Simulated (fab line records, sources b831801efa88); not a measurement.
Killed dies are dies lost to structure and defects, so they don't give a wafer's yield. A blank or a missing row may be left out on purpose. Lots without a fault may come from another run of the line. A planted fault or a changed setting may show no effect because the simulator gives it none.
Chamber matching | flow gf180mcu | GF_V4_CMP_26 on cmp-02: 4 sister chambers
The step polishes, stops on SiO2, t overpolish 15 s, target thk 0 nm. 4 wafers are shown with their chamber, then 10 later ones without.

WAFERS WITH THEIR CHAMBER
wafer  | chamber | motor_current_A (A)
L492.5 | 3       | 9.8
L495.4 | 2       | 11.2
L498.1 | 0       | 10.9
L498.2 | 1       | 11.5

WAFERS WITHOUT THEIR CHAMBER
wafer  | motor_current_A (A)
L498.3 | 12.1
L499.3 | 10.1
L499.4 | 11.0
L499.5 | 12.6
L501.2 | 9.8
L501.5 | 9.7
L501.6 | 12.0
L506.1 | 11.6
L506.4 | 10.5
L506.6 | 12.5

WHICH CHAMBER EACH WENT THROUGH
wafer  | from the rows above               | in truth
L498.3 | can't be placed: 1 or 2 or 0      | 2
L499.3 | can't be placed: 3 or 0 or 2 or 1 | 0
L499.4 | can't be placed: 0 or 2 or 1 or 3 | 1
L499.5 | can't be placed: 1 or 2 or 0      | 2
L501.2 | can't be placed: 3 or 0           | 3
L501.5 | can't be placed: 3 or 0           | 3
L501.6 | can't be placed: 1 or 2 or 0      | 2
L506.1 | can't be placed: 1 or 2 or 0      | 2
L506.4 | can't be placed: 0 or 2 or 3 or 1 | 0
L506.6 | can't be placed: 1 or 2 or 0      | 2
Placed correctly: 0 of 10. Can't be placed from these rows: 10 (the true chamber is among the candidates in 10). Placed wrongly: 0.
How it was worked out, from the rows above alone: a wafer's distance from a chamber is the root of the sum, over the readings, of the square of ((its reading less the chamber's mean) divided by the reading's scatter). The wafer belongs to the nearest chamber; if the next one is less than 2 further off, it can't be placed. A chamber's mean is the mean of its shown wafers. The scatter: with one shown wafer a chamber, the root of the mean of the squares of how far each hidden wafer lies from its nearest shown one.
